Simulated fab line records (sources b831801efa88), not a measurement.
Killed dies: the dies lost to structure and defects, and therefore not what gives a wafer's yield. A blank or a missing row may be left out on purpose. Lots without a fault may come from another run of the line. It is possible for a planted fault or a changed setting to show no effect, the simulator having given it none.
Which of the tools did it? + flow gf180mcu + 7 lots with 21 wafers sampled at 2 steps, on a route of 602 steps

WHAT THE GAUGES SHOWED, per wafer
GF_VT_IMPLANT_RS_MEAS_48: the measuring method here is four-point-probe.
| lot  | measured     | on            | LVPWELL_RS (ohm/sq) |
|------|--------------|---------------|---------------------|
| L331 | day 8 00:10  | film metro-03 | 1199 1199 1200      |
| L333 | day 8 12:11  | film metro-04 | 1195 1199 1199      |
| L336 | day 9 05:07  | film metro-03 | 1196 1196 1194      |
| L338 | day 10 03:44 | film metro-01 | 1194 1196 1195      |
| L344 | day 11 17:34 | film metro-01 | 1183 1187 1187      |
| L350 | day 13 07:37 | film metro-01 | 1191 1190 1192      |
| L353 | day 14 03:41 | film metro-04 | 1193 1188 1195      |

EACH LOT AND THE TOOL THAT RAN IT (in order: tool; ch and the chambers of the sampled wafers; start)
| lot  | GF_LVPWELL_IMPLANT_09          |
|------|--------------------------------|
| L331 | implanter-03 ch 0, day 4 02:52 |
| L333 | implanter-02 ch 0, day 4 13:50 |
| L336 | implanter-01 ch 0, day 5 05:16 |
| L338 | implanter-01 ch 0, day 5 22:29 |
| L344 | implanter-03 ch 0, day 7 07:23 |
| L350 | implanter-02 ch 0, day 8 15:01 |
| L353 | implanter-02 ch 0, day 9 08:14 |
- GF_LVPWELL_IMPLANT_09

THE ANSWER, worked out from the rows above alone
Rule: usual is defined by the lots themselves. Put in order of their means at a reading, lots are off if they are a third of the lots or fewer, leave a main group of 4 or more, and stand apart from it by a gap of 3 or more times the standard deviation of the main group's means; of several such gaps the widest counts. The tables above print the reading to a certain number of digits; a main group whose means all agree to those digits is not used. A lot without any number at a reading at which 4 lots or more have one is off too. The other lots that the step has rows for count as sound.
Nothing can be told from this: no lot is off at any reading shown.

WHAT THE SIMULATOR HAD INSERTED
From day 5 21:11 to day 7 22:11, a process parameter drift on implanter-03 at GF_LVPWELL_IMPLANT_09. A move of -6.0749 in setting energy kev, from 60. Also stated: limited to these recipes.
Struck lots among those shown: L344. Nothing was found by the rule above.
